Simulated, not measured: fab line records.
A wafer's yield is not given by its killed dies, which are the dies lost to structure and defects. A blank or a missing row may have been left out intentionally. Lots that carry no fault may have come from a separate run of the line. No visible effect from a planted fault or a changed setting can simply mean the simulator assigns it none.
A sampling plan put to the test || flow gf180mcu || 50 faults told of in these records, all on one fab line, each judged by the records of the lots it struck
The plan consists of the line's own looks: route steps at which the wafer is read by a gauge or an inspection but not changed. A look can be judged if struck wafers have a number there and the file gives its usual mean and standard deviation on fault-free wafers. Caught: a look later than the fault's first step finds the struck wafers' mean 4 or more of those standard deviations (sigma) from the usual mean. On the tool: the fault's steps, tested the same way using the tool's own readings. Another recipe on the struck wafers, or a record that is blank for them alone, also counts as caught.

THE FAULTS, as the simulator had put them in
1. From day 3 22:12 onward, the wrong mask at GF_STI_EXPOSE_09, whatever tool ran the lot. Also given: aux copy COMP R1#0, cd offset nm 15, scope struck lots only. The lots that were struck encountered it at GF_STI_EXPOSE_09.
2. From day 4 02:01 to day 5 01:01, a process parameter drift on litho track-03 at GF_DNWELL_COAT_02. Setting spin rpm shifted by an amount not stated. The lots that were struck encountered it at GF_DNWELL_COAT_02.
3. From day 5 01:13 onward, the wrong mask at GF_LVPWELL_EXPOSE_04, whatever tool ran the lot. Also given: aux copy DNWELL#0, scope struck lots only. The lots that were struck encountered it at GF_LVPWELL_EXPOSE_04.
4. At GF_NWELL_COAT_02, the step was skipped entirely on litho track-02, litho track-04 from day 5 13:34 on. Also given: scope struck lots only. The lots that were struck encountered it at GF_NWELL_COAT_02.
5. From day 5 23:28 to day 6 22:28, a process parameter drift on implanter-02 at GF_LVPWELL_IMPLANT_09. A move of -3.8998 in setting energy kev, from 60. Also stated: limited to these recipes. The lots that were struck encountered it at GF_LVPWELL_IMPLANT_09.
6. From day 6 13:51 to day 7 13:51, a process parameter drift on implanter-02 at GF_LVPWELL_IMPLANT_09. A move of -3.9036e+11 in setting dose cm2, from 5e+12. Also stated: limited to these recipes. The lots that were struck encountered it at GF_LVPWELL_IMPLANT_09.
7. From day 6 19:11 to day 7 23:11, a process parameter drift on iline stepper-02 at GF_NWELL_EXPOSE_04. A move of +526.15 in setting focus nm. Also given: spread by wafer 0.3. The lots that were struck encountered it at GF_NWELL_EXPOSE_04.
8. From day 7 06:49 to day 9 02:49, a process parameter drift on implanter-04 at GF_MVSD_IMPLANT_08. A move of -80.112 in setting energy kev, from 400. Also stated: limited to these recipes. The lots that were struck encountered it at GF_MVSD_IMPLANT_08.
9. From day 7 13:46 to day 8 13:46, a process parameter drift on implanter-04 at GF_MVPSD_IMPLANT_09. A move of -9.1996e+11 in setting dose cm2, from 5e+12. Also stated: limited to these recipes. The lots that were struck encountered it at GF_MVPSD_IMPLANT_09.
10. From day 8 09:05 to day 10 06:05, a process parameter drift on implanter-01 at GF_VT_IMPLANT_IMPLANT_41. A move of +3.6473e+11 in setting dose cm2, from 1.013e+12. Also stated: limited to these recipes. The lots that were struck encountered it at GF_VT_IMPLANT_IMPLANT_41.
11. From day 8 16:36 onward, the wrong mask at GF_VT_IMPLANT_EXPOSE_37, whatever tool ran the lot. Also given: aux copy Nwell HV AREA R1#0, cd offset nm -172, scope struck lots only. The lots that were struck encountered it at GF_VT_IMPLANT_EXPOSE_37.
12. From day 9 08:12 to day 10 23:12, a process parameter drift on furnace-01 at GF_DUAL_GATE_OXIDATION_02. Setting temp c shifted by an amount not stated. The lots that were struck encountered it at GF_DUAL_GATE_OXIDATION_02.
13. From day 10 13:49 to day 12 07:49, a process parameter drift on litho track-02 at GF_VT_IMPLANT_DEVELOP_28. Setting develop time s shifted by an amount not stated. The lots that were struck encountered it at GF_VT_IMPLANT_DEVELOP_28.
14. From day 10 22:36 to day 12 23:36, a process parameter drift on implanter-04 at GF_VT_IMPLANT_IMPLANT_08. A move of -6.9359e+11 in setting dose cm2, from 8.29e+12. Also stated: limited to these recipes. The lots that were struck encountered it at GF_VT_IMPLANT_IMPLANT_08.
15. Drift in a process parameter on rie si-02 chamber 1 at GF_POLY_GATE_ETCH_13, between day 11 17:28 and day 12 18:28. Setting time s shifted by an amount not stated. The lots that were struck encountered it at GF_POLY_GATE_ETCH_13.
16. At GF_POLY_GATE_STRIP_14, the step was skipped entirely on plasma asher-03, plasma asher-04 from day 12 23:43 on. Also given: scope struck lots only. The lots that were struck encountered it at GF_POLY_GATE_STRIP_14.
17. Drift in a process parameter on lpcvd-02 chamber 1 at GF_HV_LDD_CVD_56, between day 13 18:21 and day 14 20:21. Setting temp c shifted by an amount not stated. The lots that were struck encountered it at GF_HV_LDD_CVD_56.
18. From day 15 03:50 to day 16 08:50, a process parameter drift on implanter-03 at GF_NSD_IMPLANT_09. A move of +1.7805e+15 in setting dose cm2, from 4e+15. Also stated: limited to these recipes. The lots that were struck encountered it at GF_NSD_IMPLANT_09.
19. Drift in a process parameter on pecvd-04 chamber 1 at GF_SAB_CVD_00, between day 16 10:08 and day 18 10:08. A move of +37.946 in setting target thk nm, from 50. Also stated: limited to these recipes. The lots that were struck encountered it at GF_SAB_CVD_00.
20. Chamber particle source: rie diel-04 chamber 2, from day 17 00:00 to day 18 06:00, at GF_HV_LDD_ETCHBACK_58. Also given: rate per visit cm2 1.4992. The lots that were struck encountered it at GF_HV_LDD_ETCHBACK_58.
21. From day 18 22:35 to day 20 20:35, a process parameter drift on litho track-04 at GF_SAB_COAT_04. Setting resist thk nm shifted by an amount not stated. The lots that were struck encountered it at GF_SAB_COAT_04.
22. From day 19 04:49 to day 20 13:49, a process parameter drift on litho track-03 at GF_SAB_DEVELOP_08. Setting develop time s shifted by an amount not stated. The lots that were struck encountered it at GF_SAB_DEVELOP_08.
23. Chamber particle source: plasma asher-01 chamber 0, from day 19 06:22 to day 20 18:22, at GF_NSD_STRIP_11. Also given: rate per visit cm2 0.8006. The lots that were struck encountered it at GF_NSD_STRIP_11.
24. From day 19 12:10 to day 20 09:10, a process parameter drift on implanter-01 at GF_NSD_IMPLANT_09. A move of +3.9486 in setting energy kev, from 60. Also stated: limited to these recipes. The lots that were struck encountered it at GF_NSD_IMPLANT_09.
25. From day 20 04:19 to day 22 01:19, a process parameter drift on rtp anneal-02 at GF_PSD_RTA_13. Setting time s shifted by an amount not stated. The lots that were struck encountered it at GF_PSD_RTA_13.
26. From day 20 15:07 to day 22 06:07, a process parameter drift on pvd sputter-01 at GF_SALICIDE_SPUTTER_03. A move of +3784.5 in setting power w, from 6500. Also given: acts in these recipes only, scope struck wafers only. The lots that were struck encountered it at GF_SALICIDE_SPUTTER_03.
27. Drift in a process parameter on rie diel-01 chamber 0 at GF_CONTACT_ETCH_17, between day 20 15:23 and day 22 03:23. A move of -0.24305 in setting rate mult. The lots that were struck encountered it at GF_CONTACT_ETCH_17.
28. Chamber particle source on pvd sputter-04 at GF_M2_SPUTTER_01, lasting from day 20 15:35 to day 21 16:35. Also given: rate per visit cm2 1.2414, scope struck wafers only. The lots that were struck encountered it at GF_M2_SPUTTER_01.
29. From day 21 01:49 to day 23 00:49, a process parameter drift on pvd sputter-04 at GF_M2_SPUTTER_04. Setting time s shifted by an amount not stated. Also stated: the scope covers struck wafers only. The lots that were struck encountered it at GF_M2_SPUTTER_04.
30. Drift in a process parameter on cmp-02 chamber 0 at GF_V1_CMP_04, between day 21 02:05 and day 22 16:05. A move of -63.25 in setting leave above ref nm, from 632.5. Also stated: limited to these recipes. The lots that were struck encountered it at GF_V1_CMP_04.
31. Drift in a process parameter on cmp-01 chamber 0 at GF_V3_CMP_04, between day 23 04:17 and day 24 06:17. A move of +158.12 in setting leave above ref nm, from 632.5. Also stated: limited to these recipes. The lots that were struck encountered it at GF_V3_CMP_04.
32. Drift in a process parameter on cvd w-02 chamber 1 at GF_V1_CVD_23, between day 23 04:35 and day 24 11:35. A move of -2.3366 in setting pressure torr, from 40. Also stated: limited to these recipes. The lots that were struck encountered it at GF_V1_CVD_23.
33. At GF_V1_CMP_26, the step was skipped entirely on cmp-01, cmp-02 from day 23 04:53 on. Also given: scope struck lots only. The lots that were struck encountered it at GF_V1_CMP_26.
34. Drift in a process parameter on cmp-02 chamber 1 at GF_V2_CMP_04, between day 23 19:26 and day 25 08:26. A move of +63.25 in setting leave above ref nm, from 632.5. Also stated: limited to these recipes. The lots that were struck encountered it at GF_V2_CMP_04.
35. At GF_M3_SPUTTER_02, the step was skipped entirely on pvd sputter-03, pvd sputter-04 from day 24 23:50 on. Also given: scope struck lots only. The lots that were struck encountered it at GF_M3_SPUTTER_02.
36. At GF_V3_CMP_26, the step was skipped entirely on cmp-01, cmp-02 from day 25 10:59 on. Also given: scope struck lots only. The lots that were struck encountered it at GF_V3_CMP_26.
37. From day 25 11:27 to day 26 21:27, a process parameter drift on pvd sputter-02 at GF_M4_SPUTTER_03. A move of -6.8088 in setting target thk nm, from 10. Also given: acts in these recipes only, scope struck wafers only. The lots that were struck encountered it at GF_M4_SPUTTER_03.
38. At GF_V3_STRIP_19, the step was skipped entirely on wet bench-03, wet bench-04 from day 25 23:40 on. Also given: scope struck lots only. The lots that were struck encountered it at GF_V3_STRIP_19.
39. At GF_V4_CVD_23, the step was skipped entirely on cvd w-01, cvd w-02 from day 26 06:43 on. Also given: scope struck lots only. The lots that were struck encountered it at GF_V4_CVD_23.
40. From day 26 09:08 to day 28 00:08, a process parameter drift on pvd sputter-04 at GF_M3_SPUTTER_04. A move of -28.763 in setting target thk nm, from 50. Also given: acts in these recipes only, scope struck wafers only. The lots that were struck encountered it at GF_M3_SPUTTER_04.
41. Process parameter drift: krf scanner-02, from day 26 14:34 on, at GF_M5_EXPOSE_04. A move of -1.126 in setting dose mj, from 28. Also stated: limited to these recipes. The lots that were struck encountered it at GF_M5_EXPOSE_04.
42. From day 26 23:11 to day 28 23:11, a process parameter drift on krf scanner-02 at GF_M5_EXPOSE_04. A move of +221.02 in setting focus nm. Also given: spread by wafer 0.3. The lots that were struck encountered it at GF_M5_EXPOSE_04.
43. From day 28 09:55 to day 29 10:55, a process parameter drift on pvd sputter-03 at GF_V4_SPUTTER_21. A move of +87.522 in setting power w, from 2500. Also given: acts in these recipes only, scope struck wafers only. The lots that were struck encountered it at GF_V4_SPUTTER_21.
44. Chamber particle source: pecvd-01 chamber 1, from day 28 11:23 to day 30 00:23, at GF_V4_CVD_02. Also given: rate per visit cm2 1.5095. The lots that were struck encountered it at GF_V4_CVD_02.
45. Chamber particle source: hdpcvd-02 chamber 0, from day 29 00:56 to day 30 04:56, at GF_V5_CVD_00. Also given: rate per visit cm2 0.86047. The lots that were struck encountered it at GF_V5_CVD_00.
46. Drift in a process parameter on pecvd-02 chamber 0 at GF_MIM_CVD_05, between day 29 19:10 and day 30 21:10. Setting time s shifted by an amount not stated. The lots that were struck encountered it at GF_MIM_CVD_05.
47. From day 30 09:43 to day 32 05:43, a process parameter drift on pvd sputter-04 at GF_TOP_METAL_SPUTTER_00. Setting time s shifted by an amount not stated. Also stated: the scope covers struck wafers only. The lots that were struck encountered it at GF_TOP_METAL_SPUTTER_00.
48. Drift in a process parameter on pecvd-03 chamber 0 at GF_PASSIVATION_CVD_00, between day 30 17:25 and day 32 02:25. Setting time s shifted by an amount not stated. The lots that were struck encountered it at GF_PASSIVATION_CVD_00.
49. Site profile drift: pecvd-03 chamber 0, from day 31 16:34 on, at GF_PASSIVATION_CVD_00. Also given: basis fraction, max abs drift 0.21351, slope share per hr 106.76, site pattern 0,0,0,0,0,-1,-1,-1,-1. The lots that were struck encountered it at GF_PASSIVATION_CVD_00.
50. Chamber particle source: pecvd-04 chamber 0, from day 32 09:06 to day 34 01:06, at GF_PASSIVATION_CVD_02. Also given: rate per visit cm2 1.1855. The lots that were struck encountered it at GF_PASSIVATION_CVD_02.

WHAT THE PLAN SAW
{"fault": 1, "on the tool itself": "no reading that can be judged", "first look that catches it": "GF_STI_CD_MEAS_12", "reading, sigma": "cd nm +9.9", "median hours from its first step to that look": 5.8, "hours from the fault's start to the first struck lot there": 11, "judged looks passed uncaught": 0}
{"fault": 2, "on the tool itself": "spin speed rpm -99 or beyond sigma", "first look that catches it": "not the one look that can be judged after it", "reading, sigma": "-", "median hours from its first step to that look": "-", "hours from the fault's start to the first struck lot there": "-", "judged looks passed uncaught": 1}
{"fault": 3, "on the tool itself": "under 2 sigma", "first look that catches it": "GF_LVPWELL_TW_MEAS_11", "reading, sigma": "LVPWELL_TW -99 or beyond", "median hours from its first step to that look": 7.6, "hours from the fault's start to the first struck lot there": 11, "judged looks passed uncaught": 0}
{"fault": 4, "on the tool itself": "the tool's record is blank for the struck wafers", "first look that catches it": "GF_LVPWELL_TW_MEAS_11", "reading, sigma": "LVPWELL_TW +99 or beyond", "median hours from its first step to that look": 22.8, "hours from the fault's start to the first struck lot there": 24, "judged looks passed uncaught": 0}
{"fault": 5, "on the tool itself": "beam energy keV -99 or beyond sigma", "first look that catches it": "none of the 5 looks that can be judged after it", "reading, sigma": "-", "median hours from its first step to that look": "-", "hours from the fault's start to the first struck lot there": "-", "judged looks passed uncaught": 5}
{"fault": 6, "on the tool itself": "dose ions cm2 -79 sigma", "first look that catches it": "GF_VT_IMPLANT_RS_MEAS_48", "reading, sigma": "LVPWELL_RS +5.6", "median hours from its first step to that look": 101.4, "hours from the fault's start to the first struck lot there": 106, "judged looks passed uncaught": 0}
{"fault": 7, "on the tool itself": "no reading that can be judged", "first look that catches it": "none of the 5 looks that can be judged after it", "reading, sigma": "-", "median hours from its first step to that look": "-", "hours from the fault's start to the first struck lot there": "-", "judged looks passed uncaught": 5}
{"fault": 8, "on the tool itself": "beam energy keV -99 or beyond sigma", "first look that catches it": "GF_VT_IMPLANT_RS_MEAS_46", "reading, sigma": "MVSD_RS +19", "median hours from its first step to that look": 86.4, "hours from the fault's start to the first struck lot there": 89, "judged looks passed uncaught": 1}
{"fault": 9, "on the tool itself": "dose ions cm2 -99 or beyond sigma", "first look that catches it": "GF_VT_IMPLANT_RS_MEAS_49", "reading, sigma": "MVPSD_RS +13", "median hours from its first step to that look": 71.3, "hours from the fault's start to the first struck lot there": 82, "judged looks passed uncaught": 0}
{"fault": 10, "on the tool itself": "dose ions cm2 +99 or beyond sigma", "first look that catches it": "GF_VT_IMPLANT_TW_MEAS_43", "reading, sigma": "VT_IMPLANT_4_TW +15", "median hours from its first step to that look": 0.2, "hours from the fault's start to the first struck lot there": 6, "judged looks passed uncaught": 0}
{"fault": 11, "on the tool itself": "under 2 sigma", "first look that catches it": "no look after it can be judged", "reading, sigma": "-", "median hours from its first step to that look": "-", "hours from the fault's start to the first struck lot there": "-", "judged looks passed uncaught": 0}
{"fault": 12, "on the tool itself": "tube center temp C +99 or beyond sigma", "first look that catches it": "GF_DUAL_GATE_THK_MEAS_03", "reading, sigma": "DUAL_GATE_OXIDATION_00_THK +18", "median hours from its first step to that look": 1.5, "hours from the fault's start to the first struck lot there": 7, "judged looks passed uncaught": 0}
{"fault": 13, "on the tool itself": "under 2 sigma", "first look that catches it": "GF_VT_IMPLANT_TW_MEAS_32", "reading, sigma": "VT_IMPLANT_3_TW -99 or beyond", "median hours from its first step to that look": 0.4, "hours from the fault's start to the first struck lot there": 4, "judged looks passed uncaught": 0}
{"fault": 14, "on the tool itself": "dose ions cm2 -89 sigma", "first look that catches it": "GF_VT_IMPLANT_TW_MEAS_10", "reading, sigma": "VT_IMPLANT_TW -4.0", "median hours from its first step to that look": 0.2, "hours from the fault's start to the first struck lot there": 4, "judged looks passed uncaught": 0}
{"fault": 15, "on the tool itself": "run length s -47 sigma", "first look that catches it": "no look after it can be judged", "reading, sigma": "-", "median hours from its first step to that look": "-", "hours from the fault's start to the first struck lot there": "-", "judged looks passed uncaught": 0}
{"fault": 16, "on the tool itself": "the tool's record is blank for the struck wafers", "first look that catches it": "no look after it can be judged", "reading, sigma": "-", "median hours from its first step to that look": "-", "hours from the fault's start to the first struck lot there": "-", "judged looks passed uncaught": 0}
{"fault": 17, "on the tool itself": "susceptor temp C -75 sigma", "first look that catches it": "GF_HV_LDD_THK_MEAS_57", "reading, sigma": "HV_LDD_CVD_56_THK -48", "median hours from its first step to that look": 1.4, "hours from the fault's start to the first struck lot there": 12, "judged looks passed uncaught": 0}
{"fault": 18, "on the tool itself": "dose ions cm2 +99 or beyond sigma", "first look that catches it": "GF_PSD_RS_MEAS_14", "reading, sigma": "NSD_RS -17", "median hours from its first step to that look": 22.8, "hours from the fault's start to the first struck lot there": 24, "judged looks passed uncaught": 0}
{"fault": 19, "on the tool itself": "under 2 sigma", "first look that catches it": "GF_SAB_THK_MEAS_01", "reading, sigma": "SAB_CVD_00_THK +70", "median hours from its first step to that look": 0.0, "hours from the fault's start to the first struck lot there": 6, "judged looks passed uncaught": 0}
{"fault": 20, "on the tool itself": "under 2 sigma", "first look that catches it": "none of the 2 looks that can be judged after it", "reading, sigma": "-", "median hours from its first step to that look": "-", "hours from the fault's start to the first struck lot there": "-", "judged looks passed uncaught": 2}
{"fault": 21, "on the tool itself": "no reading that can be judged", "first look that catches it": "not the one look that can be judged after it", "reading, sigma": "-", "median hours from its first step to that look": "-", "hours from the fault's start to the first struck lot there": "-", "judged looks passed uncaught": 1}
{"fault": 22, "on the tool itself": "no reading that can be judged", "first look that catches it": "none of the 2 looks that can be judged after it", "reading, sigma": "-", "median hours from its first step to that look": "-", "hours from the fault's start to the first struck lot there": "-", "judged looks passed uncaught": 2}
{"fault": 23, "on the tool itself": "under 2 sigma", "first look that catches it": "none of the 3 looks that can be judged after it", "reading, sigma": "-", "median hours from its first step to that look": "-", "hours from the fault's start to the first struck lot there": "-", "judged looks passed uncaught": 3}
{"fault": 24, "on the tool itself": "beam energy keV +99 or beyond sigma", "first look that catches it": "GF_PSD_RS_MEAS_14", "reading, sigma": "NSD_RS -15", "median hours from its first step to that look": 25.1, "hours from the fault's start to the first struck lot there": 36, "judged looks passed uncaught": 0}
{"fault": 25, "on the tool itself": "run length s +45 sigma", "first look that catches it": "GF_PSD_RS_MEAS_14", "reading, sigma": "NSD_RS -58", "median hours from its first step to that look": 0.1, "hours from the fault's start to the first struck lot there": 11, "judged looks passed uncaught": 0}
{"fault": 26, "on the tool itself": "cathode dc power W +99 or beyond sigma", "first look that catches it": "GF_SALICIDE_RS_MEAS_04", "reading, sigma": "SALICIDE_TIN_RS -9.6", "median hours from its first step to that look": 0.0, "hours from the fault's start to the first struck lot there": 11, "judged looks passed uncaught": 0}
{"fault": 27, "on the tool itself": "under 2 sigma", "first look that catches it": "no look after it can be judged", "reading, sigma": "-", "median hours from its first step to that look": "-", "hours from the fault's start to the first struck lot there": "-", "judged looks passed uncaught": 0}
{"fault": 28, "on the tool itself": "under 2 sigma", "first look that catches it": "none of the 2 looks that can be judged after it", "reading, sigma": "-", "median hours from its first step to that look": "-", "hours from the fault's start to the first struck lot there": "-", "judged looks passed uncaught": 2}
{"fault": 29, "on the tool itself": "under 2 sigma", "first look that catches it": "none of the 2 looks that can be judged after it", "reading, sigma": "strongest: M2_ALCU_THK at GF_M2_THK_MEAS_06, +3.2", "median hours from its first step to that look": "-", "hours from the fault's start to the first struck lot there": "-", "judged looks passed uncaught": 2}
{"fault": 30, "on the tool itself": "time to endpoint s +5.0 sigma", "first look that catches it": "not the one look that can be judged after it", "reading, sigma": "-", "median hours from its first step to that look": "-", "hours from the fault's start to the first struck lot there": "-", "judged looks passed uncaught": 1}
{"fault": 31, "on the tool itself": "time to endpoint s -12 sigma", "first look that catches it": "no look after it can be judged", "reading, sigma": "-", "median hours from its first step to that look": "-", "hours from the fault's start to the first struck lot there": "-", "judged looks passed uncaught": 0}
{"fault": 32, "on the tool itself": "chamber pressure Torr -26 sigma", "first look that catches it": "not the one look that can be judged after it", "reading, sigma": "strongest: V1_W_RS at GF_V1_RS_MEAS_24, +2.4", "median hours from its first step to that look": "-", "hours from the fault's start to the first struck lot there": "-", "judged looks passed uncaught": 1}
{"fault": 33, "on the tool itself": "no reading that can be judged", "first look that catches it": "no look after it can be judged", "reading, sigma": "-", "median hours from its first step to that look": "-", "hours from the fault's start to the first struck lot there": "-", "judged looks passed uncaught": 0}
{"fault": 34, "on the tool itself": "time to endpoint s -4.6 sigma", "first look that catches it": "no look after it can be judged", "reading, sigma": "-", "median hours from its first step to that look": "-", "hours from the fault's start to the first struck lot there": "-", "judged looks passed uncaught": 0}
{"fault": 35, "on the tool itself": "the tool's record is blank for the struck wafers", "first look that catches it": "GF_M3_RS_MEAS_05", "reading, sigma": "M3_ALCU_RS +99 or beyond", "median hours from its first step to that look": 0.1, "hours from the fault's start to the first struck lot there": 2, "judged looks passed uncaught": 0}
{"fault": 36, "on the tool itself": "no reading that can be judged", "first look that catches it": "no look after it can be judged", "reading, sigma": "-", "median hours from its first step to that look": "-", "hours from the fault's start to the first struck lot there": "-", "judged looks passed uncaught": 0}
{"fault": 37, "on the tool itself": "under 2 sigma", "first look that catches it": "no look after it can be judged", "reading, sigma": "-", "median hours from its first step to that look": "-", "hours from the fault's start to the first struck lot there": "-", "judged looks passed uncaught": 0}
{"fault": 38, "on the tool itself": "the tool's record is blank for the struck wafers", "first look that catches it": "no look after it can be judged", "reading, sigma": "-", "median hours from its first step to that look": "-", "hours from the fault's start to the first struck lot there": "-", "judged looks passed uncaught": 0}
{"fault": 39, "on the tool itself": "the tool's record is blank for the struck wafers", "first look that catches it": "GF_V4_RS_MEAS_24", "reading, sigma": "V4_W_RS +99 or beyond", "median hours from its first step to that look": 0.1, "hours from the fault's start to the first struck lot there": 2, "judged looks passed uncaught": 0}
{"fault": 40, "on the tool itself": "under 2 sigma", "first look that catches it": "GF_M3_THK_MEAS_06", "reading, sigma": "M3_ALCU_THK +5.5", "median hours from its first step to that look": 0.2, "hours from the fault's start to the first struck lot there": 21, "judged looks passed uncaught": 0}
{"fault": 41, "on the tool itself": "exposure dose mJ cm2 -9.5 sigma", "first look that catches it": "none of the 2 looks that can be judged after it", "reading, sigma": "-", "median hours from its first step to that look": "-", "hours from the fault's start to the first struck lot there": "-", "judged looks passed uncaught": 2}
{"fault": 42, "on the tool itself": "exposure dose mJ cm2 -5.5 sigma", "first look that catches it": "GF_M5_CD_MEAS_07", "reading, sigma": "cd nm -5.9", "median hours from its first step to that look": 9.5, "hours from the fault's start to the first struck lot there": 44, "judged looks passed uncaught": 0}
{"fault": 43, "on the tool itself": "cathode dc power W +99 or beyond sigma", "first look that catches it": "no look after it can be judged", "reading, sigma": "-", "median hours from its first step to that look": "-", "hours from the fault's start to the first struck lot there": "-", "judged looks passed uncaught": 0}
{"fault": 44, "on the tool itself": "under 2 sigma", "first look that catches it": "not the one look that can be judged after it", "reading, sigma": "-", "median hours from its first step to that look": "-", "hours from the fault's start to the first struck lot there": "-", "judged looks passed uncaught": 1}
{"fault": 45, "on the tool itself": "under 2 sigma", "first look that catches it": "not the one look that can be judged after it", "reading, sigma": "-", "median hours from its first step to that look": "-", "hours from the fault's start to the first struck lot there": "-", "judged looks passed uncaught": 1}
{"fault": 46, "on the tool itself": "run length s +13 sigma", "first look that catches it": "GF_MIM_THK_MEAS_06", "reading, sigma": "MIM_CVD_05_THK +17", "median hours from its first step to that look": 0.0, "hours from the fault's start to the first struck lot there": 7, "judged looks passed uncaught": 0}
{"fault": 47, "on the tool itself": "under 2 sigma", "first look that catches it": "no look after it can be judged", "reading, sigma": "-", "median hours from its first step to that look": "-", "hours from the fault's start to the first struck lot there": "-", "judged looks passed uncaught": 0}
{"fault": 48, "on the tool itself": "run length s -39 sigma", "first look that catches it": "GF_PASSIVATION_THK_MEAS_01", "reading, sigma": "PASSIVATION_CVD_00_THK -9.9", "median hours from its first step to that look": 0.1, "hours from the fault's start to the first struck lot there": 5, "judged looks passed uncaught": 0}
{"fault": 49, "on the tool itself": "under 2 sigma", "first look that catches it": "GF_PASSIVATION_THK_MEAS_01", "reading, sigma": "PASSIVATION_CVD_00_THK -7.4", "median hours from its first step to that look": 0.1, "hours from the fault's start to the first struck lot there": 5, "judged looks passed uncaught": 0}
{"fault": 50, "on the tool itself": "under 2 sigma", "first look that catches it": "no look after it can be judged", "reading, sigma": "-", "median hours from its first step to that look": "-", "hours from the fault's start to the first struck lot there": "-", "judged looks passed uncaught": 0}
Dash: fault not caught, or number not given in these records.

Caught at a look: 23 of 50. Caught on the tool: 28 of 50. By one or the other: 34 of 50.
Caught on the tool alone: faults 2, 5, 15, 16, 30, 31, 32, 34, 38, 41, 43.
Caught at a look alone: faults 1, 3, 13, 19, 40, 49.
Caught by neither: faults 7, 11, 20, 21, 22, 23, 27, 28, 29, 33, 36, 37, 44, 45, 47, 50.

THINNER SAMPLING
If the look that catches a fault measured only every second or every third lot, by lot number, the first struck lot would be measured this late in the worst case:
{"fault": 1, "struck lots at that look, in order of time": "L937", "every lot": "11 h", "every second lot": "may miss it", "every third lot": "may miss it"}
{"fault": 3, "struck lots at that look, in order of time": "L669", "every lot": "11 h", "every second lot": "may miss it", "every third lot": "may miss it"}
{"fault": 4, "struck lots at that look, in order of time": "L950, L951", "every lot": "24 h", "every second lot": "28 h", "every third lot": "may miss all 2"}
{"fault": 6, "struck lots at that look, in order of time": "L744, L745", "every lot": "106 h", "every second lot": "111 h", "every third lot": "may miss all 2"}
{"fault": 8, "struck lots at that look, in order of time": "L140, L141, L142", "every lot": "89 h", "every second lot": "94 h", "every third lot": "102 h"}
{"fault": 9, "struck lots at that look, in order of time": "L544, L546", "every lot": "82 h", "every second lot": "may miss all 2", "every third lot": "may miss all 2"}
{"fault": 10, "struck lots at that look, in order of time": "L233, L237", "every lot": "6 h", "every second lot": "may miss all 2", "every third lot": "may miss all 2"}
{"fault": 12, "struck lots at that look, in order of time": "L729, L731", "every lot": "7 h", "every second lot": "may miss all 2", "every third lot": "may miss all 2"}
{"fault": 13, "struck lots at that look, in order of time": "L171, L173", "every lot": "4 h", "every second lot": "may miss all 2", "every third lot": "may miss all 2"}
{"fault": 14, "struck lots at that look, in order of time": "L284, L285, L286", "every lot": "4 h", "every second lot": "8 h", "every third lot": "19 h"}
{"fault": 17, "struck lots at that look, in order of time": "L901", "every lot": "12 h", "every second lot": "may miss it", "every third lot": "may miss it"}
{"fault": 18, "struck lots at that look, in order of time": "L419, L420, L421", "every lot": "24 h", "every second lot": "36 h", "every third lot": "45 h"}
{"fault": 19, "struck lots at that look, in order of time": "L530", "every lot": "6 h", "every second lot": "may miss it", "every third lot": "may miss it"}
{"fault": 24, "struck lots at that look, in order of time": "L702, L703", "every lot": "36 h", "every second lot": "45 h", "every third lot": "may miss all 2"}
{"fault": 25, "struck lots at that look, in order of time": "L364, L365, L367", "every lot": "11 h", "every second lot": "16 h", "every third lot": "may miss all 3"}
{"fault": 26, "struck lots at that look, in order of time": "L967, L968", "every lot": "11 h", "every second lot": "24 h", "every third lot": "may miss all 2"}
{"fault": 35, "struck lots at that look, in order of time": "L956, L957, L958", "every lot": "2 h", "every second lot": "7 h", "every third lot": "23 h"}
{"fault": 39, "struck lots at that look, in order of time": "L674, L675", "every lot": "2 h", "every second lot": "14 h", "every third lot": "may miss all 2"}
{"fault": 40, "struck lots at that look, in order of time": "L343", "every lot": "21 h", "every second lot": "may miss it", "every third lot": "may miss it"}
{"fault": 42, "struck lots at that look, in order of time": "L821", "every lot": "44 h", "every second lot": "may miss it", "every third lot": "may miss it"}
{"fault": 46, "struck lots at that look, in order of time": "L157", "every lot": "7 h", "every second lot": "may miss it", "every third lot": "may miss it"}
{"fault": 48, "struck lots at that look, in order of time": "L997, L999", "every lot": "5 h", "every second lot": "may miss all 2", "every third lot": "may miss all 2"}
{"fault": 49, "struck lots at that look, in order of time": "L576, L577, L578, L579", "every lot": "5 h", "every second lot": "11 h", "every third lot": "22 h"}
Hours: fault start to first struck lot measured. 4 sigma limit: tested on the pooled struck wafers, so a lone lot may be under it. Other struck lots may not be in these records.

THE LONGEST TIMED WAY FROM STEP TO LOOK
Fault 6: the median time between GF_LVPWELL_IMPLANT_09 and GF_VT_IMPLANT_RS_MEAS_48 is 101.4 hours. No look between them can be judged.
